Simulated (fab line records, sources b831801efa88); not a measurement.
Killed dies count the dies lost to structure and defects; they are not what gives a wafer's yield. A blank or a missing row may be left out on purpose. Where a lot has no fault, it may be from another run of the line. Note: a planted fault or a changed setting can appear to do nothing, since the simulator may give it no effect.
Which tool is to blame?    flow sky130    39 wafers from 13 lots sampled at 6 of the route's 708 steps

WHAT THE GAUGES SHOWED, per wafer
SKY_LDD_N_OVL_MEAS_07. Usual: for LDD_N_OVL the level is 0.0 nm and the standard deviation is 1.5.
lot   measured      on          LDD_N_OVL (nm)  flag
L868  day 19 13:47  overlay-01  -1.8 0.6 -0.7   
L872  day 20 15:10  overlay-01  -4.6 -2.7 -2.1  
L874  day 20 20:41  overlay-02  -2.9 1.1 -2.1   
L876  day 21 23:05  overlay-01  3.3 3.6 -0.2    
L877  day 22 03:04  overlay-02  -0.2 -0.9 -0.9  
L880  day 23 05:23  overlay-02  0.8 0.6 -0.6    
L879  day 23 09:04  overlay-02  1.0 0.3 0.0     
L882  day 24 03:50  overlay-02  1.3 -0.7 0.4    
L886  day 24 18:13  overlay-02  0.1 2.1 1.6     
L887  day 25 16:35  overlay-02  -0.1 1.2 1.4    
L888  day 25 20:19  overlay-02  -1.9 0.6 0.0    
L889  day 25 21:29  overlay-02  2.7 -0.2 3.5    
L890  day 26 15:56  overlay-02  0.1 0.3 -1.1    

SKY_POLY_CUT_OVL_MEAS_09. Usual: for POLY_CUT_OVL the level is -1 nm and the standard deviation is 5.6.
lot   measured      on          POLY_CUT_OVL (nm)  flag
L868  day 26 03:02  overlay-02  -4 0 -4            
L872  day 27 01:32  overlay-01  7 3 14             
L874  day 27 06:36  overlay-01  1 -6 9             
L876  day 28 07:53  overlay-01  4 3 0              
L877  day 28 10:44  overlay-02  4 1 0              
L880  day 29 11:59  overlay-01  -4 -2 -4           
L879  day 29 15:18  overlay-01  -11 -13 -13        
L882  day 30 09:03  overlay-02  -4 6 -7            
L886  day 31 00:01  overlay-02  3 0 7              
L887  day 31 20:02  overlay-02  1 -9 -1            
L888  day 32 00:47  overlay-02  -4 -7 -1           
L889  day 32 02:15  overlay-01  -7 1 -7            
L890  day 32 18:03  overlay-01  -4 0 -18           

SKY_SD_P_CD_MEAS_07: the cd target is 380 nm. Usual: cdNm reads 378.8 nm (standard deviation 2.1).
lot   measured      on        cdNm (nm)          flag
L868  day 27 08:56  cdSem-01  381.9 382.5 383.3  
L872  day 28 06:25  cdSem-02  379.0 376.4 378.3  
L874  day 28 11:49  cdSem-01  379.5 378.5 378.1  
L876  day 29 11:53  cdSem-02  378.6 378.8 380.4  
L877  day 29 15:29  cdSem-01  380.3 380.3 380.2  
L880  day 30 16:49  cdSem-02  381.8 380.5 383.7  
L879  day 30 20:20  cdSem-01  - - -              OFF
L882  day 31 13:17  cdSem-01  375.5 377.6 376.4  
L886  day 32 04:00  cdSem-01  378.5 376.7 379.0  
L887  day 32 22:45  cdSem-02  378.3 376.6 378.3  
L888  day 33 04:23  cdSem-01  375.7 378.0 376.2  
L889  day 33 05:56  cdSem-01  377.6 377.1 376.8  
L890  day 33 21:50  cdSem-01  381.7 381.0 381.3  

SKY_SD_P_TW_MEAS_11. Usual: for SD_P_TW the level is 2806 and the standard deviation is 38.
lot   measured      on            SD_P_TW         flag
L868  day 27 09:20  filmMetro-01  2745 2747 2745  
L872  day 28 06:49  filmMetro-02  2798 2795 2786  
L874  day 28 12:14  filmMetro-01  2748 2738 2745  
L876  day 29 12:17  filmMetro-04  2857 2848 2863  
L877  day 29 15:53  filmMetro-02  2800 2808 2795  
L880  day 30 17:12  filmMetro-02  2829 2830 2818  
L879  day 30 20:44  filmMetro-04  30 30 30        OFF
L882  day 31 13:41  filmMetro-01  2779 2773 2770  
L886  day 32 04:24  filmMetro-02  2825 2812 2820  
L887  day 32 23:09  filmMetro-01  2719 2734 2736  
L888  day 33 04:47  filmMetro-02  2807 2803 2799  
L889  day 33 06:20  filmMetro-04  2843 2864 2868  
L890  day 33 22:14  filmMetro-02  2799 2818 2801  

EACH LOT AND THE TOOL THAT RAN IT (in order: tool; ch and the chambers of the sampled wafers; start)
lot   SKY_SONOS_ONO_ETCH_15              SKY_SD_P_EXPOSE_04
L868  rieDiel-02 ch 1,2, day 14 02:23    ilineStepper-02 ch 0, day 26 19:28
L872  rieDiel-02 ch 2,3, day 15 03:05    ilineStepper-02 ch 0, day 27 16:25
L874  rieDiel-03 ch 0,1,2, day 15 10:05  ilineStepper-02 ch 0, day 27 22:55
L876  rieDiel-04 ch 1,2, day 16 09:50    ilineStepper-01 ch 0, day 28 22:11
L877  rieDiel-02 ch 0,1, day 16 12:29    ilineStepper-01 ch 0, day 29 02:13
L880  rieDiel-04 ch 2,3, day 17 17:17    ilineStepper-02 ch 0, day 30 01:58
L879  rieDiel-04 ch 1,2,3, day 17 17:52  ilineStepper-01 ch 0, day 30 06:08
L882  rieDiel-04 ch 1,2,3, day 18 15:27  ilineStepper-01 ch 0, day 30 22:58
L886  rieDiel-04 ch 0,2,3, day 19 07:31  ilineStepper-02 ch 0, day 31 15:02
L887  rieDiel-02 ch 0,1,3, day 20 07:13  ilineStepper-01 ch 0, day 32 09:31
L888  rieDiel-03 ch 0,1,2, day 20 09:35  ilineStepper-01 ch 0, day 32 14:38
L889  rieDiel-04 ch 1,2,3, day 20 10:47  ilineStepper-02 ch 0, day 32 16:19
L890  rieDiel-03 ch 1,3, day 21 06:17    ilineStepper-01 ch 0, day 33 07:46
- SKY_SONOS_ONO_ETCH_15: etches the open film in CHF3/O2, target depth 19.52 nm, time 7.8 s.
- SKY_SD_P_EXPOSE_04: exposes mask PSDM, target cd 380 nm.

WHAT THE TOOLS THEMSELVES READ (means of the sampled wafers that have a number; where no wafer has one, the mark that the record gives instead)
SKY_SONOS_ONO_ETCH_15. Usual: drypumpMotorCurrentA 5.6 A, standard deviation 0.53; oesProductAu 0.999 a.u., standard deviation 0.017; throttleValvePct 8.825 %, standard deviation 0.0097.
lot   tool        drypumpMotorCurrentA (A)  oesProductAu (a.u.)  throttleValvePct (%)  flag
L868  rieDiel-02  5.7                       0.993                8.818                 
L872  rieDiel-02  6.1                       1.015                8.834                 
L874  rieDiel-03  5.6                       1.010                8.831                 
L876  rieDiel-04  5.8                       1.014                8.827                 
L877  rieDiel-02  5.7                       1.002                8.840                 
L880  rieDiel-04  5.2                       1.001                8.824                 
L879  rieDiel-04  5.3                       0.998                8.830                 
L882  rieDiel-04  5.3                       0.998                8.821                 
L886  rieDiel-04  5.5                       1.012                8.831                 
L887  rieDiel-02  5.9                       0.981                8.824                 
L888  rieDiel-03  5.6                       1.011                8.834                 
L889  rieDiel-04  5.3                       0.998                8.827                 
L890  rieDiel-03  6.0                       0.997                8.824                 

THE ANSWER, worked out from the rows above alone
Rule: lot off if the mean of its wafers having a number is beyond 3 standard deviations from the usual mean. Also off: a lot with no number at a reading for which 4 or more lots have one. Where the step has rows for the other lots, those lots are counted as sound. The gauges are gone through in route order, then the tools' own readings, and for those a lot's mean is taken as printed above. At the first step where some lot is off, the reading lying furthest off is the one used; lots without a number count as furthest.
Off: L879 (SKY_SD_P_CD_MEAS_07, cdNm). Without a number there: L879.
A tool fits if, at a process step before that reading, it ran every lot that is off, and no sound lot after the first of them. The gauges at SKY_SD_P_CD_MEAS_07 aren't tried: what is off there is off at SKY_SD_P_TW_MEAS_11 too, on other tools, and a gauge's error can't cause that. No candidate that was tried fits.

WHAT THE SIMULATOR HAD PUT IN
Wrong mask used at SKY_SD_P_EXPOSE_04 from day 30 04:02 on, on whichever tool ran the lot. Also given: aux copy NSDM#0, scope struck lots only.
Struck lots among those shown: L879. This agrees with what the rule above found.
